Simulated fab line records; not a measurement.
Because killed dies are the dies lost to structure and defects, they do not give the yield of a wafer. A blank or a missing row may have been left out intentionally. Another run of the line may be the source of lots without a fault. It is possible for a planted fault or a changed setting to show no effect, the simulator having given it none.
Lot-split experiment -- flow sky130 -- 23 wafers read from 5 lots, route of 708 steps

## ON THE SPLIT
At SKY_VT_ADJUST_HVTR_DEVELOP_06 (develop time 60 s), the setting develop time s was moved away from the recipe's 60 s on 9 of the 23 wafers read, by -11.7% to -9.3%. All remaining wafers had this setting at the recipe value.

There is no step in the file separating the split from the reading.

## THE READING
cd nm (nm) at SKY_VT_ADJUST_HVTR_CD_MEAS_07, where the cd target is 380 nm. A value of 380.8 nm with a standard deviation of 3 nm is what fault-free wafers of this fab line usually give.

wafer,"tool, chamber at the split","develop time s as run, s",against the recipe,"cd nm, nm",against lot-mates on the recipe
L074.1,"litho track-03, 0",60,recipe,377.7,-
L074.2,"litho track-03, 0",52.96,-11.7%,363.0,-15.3
L074.4,"litho track-03, 0",52.96,-11.7%,363.8,-14.5
L074.5,"litho track-03, 0",52.96,-11.7%,365.0,-13.3
L074.6,"litho track-03, 0",60,recipe,378.9,-
L078.1,"litho track-02, 0",53.26,-11.2%,368.5,-12.1
L078.2,"litho track-02, 0",53.26,-11.2%,369.1,-11.5
L078.3,"litho track-02, 0",60,recipe,380.8,-
L078.5,"litho track-02, 0",60,recipe,380.5,-
L078.6,"litho track-02, 0",53.26,-11.2%,370.7,-9.9
L080.1,"litho track-04, 0",60,recipe,380.4,-
L080.3,"litho track-04, 0",60,recipe,377.6,-
L080.6,"litho track-04, 0",60,recipe,377.0,-
L082.1,"litho track-03, 0",60,recipe,384.5,-
L082.3,"litho track-03, 0",60,recipe,384.3,-
L082.4,"litho track-03, 0",60,recipe,383.6,-
L082.5,"litho track-03, 0",60,recipe,383.2,-
L082.6,"litho track-03, 0",60,recipe,384.1,-
L085.1,"litho track-02, 0",54.42,-9.3%,370.9,-8.9
L085.2,"litho track-02, 0",60,recipe,379.2,-
L085.4,"litho track-02, 0",54.42,-9.3%,372.5,-7.2
L085.5,"litho track-02, 0",54.42,-9.3%,369.5,-10.2
L085.6,"litho track-02, 0",60,recipe,380.3,-

THE FIT
A straight line over all 23 wafers: cd nm changes by +1.2 nm for each +1% of develop time s; r = +0.93; the points scatter about the line by 2.6 nm.
The same after taking each lot's own level away (the mean of its wafers on the recipe; 23 wafers): +1.08 nm for each +1%; r = +0.98; scatter 1.3 nm.
Per that fit: largest develop time s move, reading shift of 13 nm.
Measured against the standard deviation above, the lots' own levels, which go from 378.30 to 383.94 nm, span 1.9 times it.
In other words, the slope is changed by the lot-to-lot level; the two fits disagree.
Check: -12.2 nm against its lot-mates is what the line predicts for one of the wafers moved furthest among these (-11.7%) when that wafer is left out of the fit. Against them it came out at -15.3 nm.

## OTHER SPLITS APPLIED TO THESE WAFERS
Before the reading, these wafers also passed through other splits. Each is held against what the fit with the lots' levels taken away leaves over:
other split on the same wafers,wafers away from the commonest value,r with cd nm (lot level and that fit taken away)
SKY_VT_ADJUST_LVTN_SOFTBAKE_14 temp c,12,-0.15
SKY_VT_ADJUST_NCORE_COAT_02 resist thk nm,12,+0.17

## FILE'S OWN FIT
cd nm changes by +1.07 nm for each +1% of develop time s, r = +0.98.
